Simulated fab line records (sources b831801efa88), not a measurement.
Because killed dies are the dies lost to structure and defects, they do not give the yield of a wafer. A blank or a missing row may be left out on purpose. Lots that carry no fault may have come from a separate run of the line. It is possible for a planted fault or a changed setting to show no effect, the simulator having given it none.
2 desks, one fault :: flow gf180mcu :: each desk holds nothing but its own numbers, with what lay behind them at the end

## THE METROLOGY DESK
Means of the sampled wafers that have a number, per lot and without regard to the tool the lot ran on: this is what the gauges read. Any lot whose mean is over 4 standard deviations away from the usual mean is out of limits and marked OUT; that distance is given in the brackets.
Columns: A = CONTACT_W_THK at GF_CONTACT_THK_MEAS_26, usual 297 nm; B = V2_W_RS at GF_V2_RS_MEAS_24, usual 0.326 ohm/sq; C = V2_W_THK at GF_V2_THK_MEAS_25, usual 347 nm
lot: L496
first seen here: day 15 20:19
A: 299
B: 0.327
C: 346

lot: L497
first seen here: day 16 02:13
A: 303
B: 0.322
C: 352

lot: L498
first seen here: day 16 11:37
A: 293
B: 0.326
C: 348

lot: L502
first seen here: day 19 00:50
A: 293
B: 0.329
C: 342

lot: L507
first seen here: day 20 13:10
A: 294
B: 0.498 (+52) OUT
C: 245 (-23) OUT

lot: L508
first seen here: day 20 21:31
A: 295
B: 0.490 (+50) OUT
C: 247 (-23) OUT

lot: L509
first seen here: day 21 01:03
A: 302
B: 0.413 (+26) OUT
C: 299 (-11) OUT

lot: L512
first seen here: day 22 07:55
A: 297
B: 0.328
C: 346

lot: L518
first seen here: day 23 22:28
A: 299
B: 0.323
C: 352

lot: L519
first seen here: day 24 06:50
A: 293
B: 0.321
C: 354
This desk reports L507, L508, L509 out of limits; the earliest was L507 at day 24 15:43 (V2_W_RS at GF_V2_RS_MEAS_24). L496, L497, L498, L502, L512, L518, L519: within limits.

## DESK OF THE TOOL OWNER: cvd w-02
The tool's own readings at GF_V2_CVD_23 (deposits W, target thk 350 nm, time 104.94 s): means of the sampled wafers that have a number, for each lot that ran on this tool. Any lot whose mean is over 4 standard deviations away from the usual mean is out of limits and marked OUT; that distance is given in the brackets.
Columns: A = heater power w at GF_V2_CVD_23, usual 808 W
lot: L496
first seen here: day 20 00:52
A: 746

lot: L497
first seen here: day 20 05:27
A: 791

lot: L498
first seen here: day 20 15:14
A: 755

lot: L507
first seen here: day 24 15:37
A: 755

lot: L508
first seen here: day 24 23:21
A: 826

lot: L509
first seen here: day 25 03:21
A: 758
Result from this desk: across the 6 lots, nothing is out of limits.

## PUT TOGETHER
On L507, L508, L509, the metrology desk was in a position to raise an alarm at day 24 15:43.
The tool owner's desk saw nothing out of limits.
On record at the tool owner's desk: L507, L508, L509, within its limits.
The lots listed all ran GF_V2_CVD_23 on cvd w-02.

## WHAT THE SIMULATOR HAD INSERTED
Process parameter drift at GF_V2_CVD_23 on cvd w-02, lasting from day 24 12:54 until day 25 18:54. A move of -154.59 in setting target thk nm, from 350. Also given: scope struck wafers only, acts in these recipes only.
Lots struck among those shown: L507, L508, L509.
Per desk, hours elapsed from the start of the fault to the first reading out of limits: for the metrology desk, 3.
